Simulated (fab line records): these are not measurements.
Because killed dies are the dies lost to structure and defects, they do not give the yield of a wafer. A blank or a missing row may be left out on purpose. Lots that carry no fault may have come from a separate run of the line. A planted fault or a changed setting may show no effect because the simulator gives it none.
Matching of chambers | flow gf180mcu | cmp-01 running GF_CONTACT_CMP_27: 4 sister chambers
The step polishes, stops on SiO2, t overpolish 15 s, target thk 0 nm. 4 wafers are shown with their chamber, then 7 later ones without.

EACH WAFER AND ITS CHAMBER
wafer  | chamber | motor current A (A)
L713.4 | 3       | 10.4
L724.3 | 0       | 11.2
L726.1 | 2       | 10.2
L726.3 | 1       | 12.1

WAFERS WHOSE CHAMBER IS MISSING
wafer  | motor current A (A)
L726.6 | 12.1
L728.2 | 11.8
L728.3 | 12.0
L728.4 | 9.5
L730.3 | 11.9
L730.4 | 10.4
L730.6 | 11.0

WHICH CHAMBER EACH ONE RAN IN
wafer  | from the rows above          | in truth
L726.6 | 1                            | 1
L728.2 | can't be placed: 1 or 0      | 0
L728.3 | 1                            | 1
L728.4 | can't be placed: 2 or 3      | 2
L730.3 | can't be placed: 1 or 0      | 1
L730.4 | can't be placed: 3 or 2      | 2
L730.6 | can't be placed: 0 or 3 or 2 | 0
2 of 7 placed correctly. Unplaceable from these rows: 5, with the true chamber sitting among the candidates in 5. 0 placed wrongly.
How it was worked out, from the rows above alone: a wafer's distance from a chamber is the root of the sum, over the readings, of the square of ((its reading less the chamber's mean) divided by the reading's scatter). If the next closest chamber is less than 2 further off than the closest, the wafer can't be placed; otherwise it belongs to the closest. The mean given for a chamber averages the wafers shown for that chamber. The scatter (one wafer shown for each chamber): square how far every hidden wafer sits from the nearest shown wafer, average those squares and take the square root.
